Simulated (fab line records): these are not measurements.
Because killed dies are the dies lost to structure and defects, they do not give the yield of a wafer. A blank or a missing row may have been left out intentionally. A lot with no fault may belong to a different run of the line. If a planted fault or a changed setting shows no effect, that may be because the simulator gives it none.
The tool behind it: which one? -- flow gf180mcu -- route of 602 steps, sampled at 1 step: 13 lots, 38 wafers

WHAT THE GAUGES SHOWED, per wafer
GF_V1_RS_MEAS_24: measurement is done with a four-point probe. Usual: V1_W_RS 0.327 ohm/sq, standard deviation 0.0036.
lot,measured,on,V1_W_RS (ohm/sq),flag
L452,day 18 20:49,film_metro-02,0.333 0.326 0.327,
L454,day 19 15:46,film_metro-02,0.330 0.329 0.327,
L455,day 20 02:35,film_metro-02,0.329 0.320 0.325,
L457,day 20 22:05,film_metro-01,0.330 0.329,
L458,day 21 09:38,film_metro-02,0.324 0.330 0.324,
L461,day 22 08:50,film_metro-03,0.326 0.325 0.327,
L463,day 23 02:29,film_metro-03,0.328 0.329 0.331,
L464,day 23 10:31,film_metro-01,0.325 0.322 0.321,
L466,day 24 00:30,film_metro-02,0.335 0.334 0.332,
L467,day 24 10:01,film_metro-02,0.325 0.324 0.327,
L468,day 24 15:30,film_metro-03,0.325 0.325 0.330,
L469,day 24 20:30,film_metro-01,0.321 0.323 0.326,
L472,day 25 21:17,film_metro-01,0.328 0.330 0.331,

WHAT TOOL EACH LOT RAN ON (gives the tool, then ch and the chambers of the sampled wafers, and finally the start)
The record shows no process step preceding these readings.

WHAT THE TOOLS THEMSELVES READ (means of the sampled wafers that have a number; where no wafer has one, the mark that the record gives instead)
The record holds no such reading with a usual standard deviation.

THE ANSWER, worked out from the rows above alone
Rule: take the mean of a lot's wafers that have a number; if it is more than 3 standard deviations from the usual mean, the lot is off. Also off: a lot with no number at a reading for which 4 or more lots have one. All remaining lots with rows at the step are treated as sound. Order of review: gauges by route order, followed by the tools' own readings, for which a lot's mean as printed above is used. The first step at which some lot is off is used, and at that step the reading that is off furthest; a lot without a number counts as furthest.
No lot is off at any reading shown: from this, nothing can be told.

WHAT THE SIMULATOR HAD PUT IN
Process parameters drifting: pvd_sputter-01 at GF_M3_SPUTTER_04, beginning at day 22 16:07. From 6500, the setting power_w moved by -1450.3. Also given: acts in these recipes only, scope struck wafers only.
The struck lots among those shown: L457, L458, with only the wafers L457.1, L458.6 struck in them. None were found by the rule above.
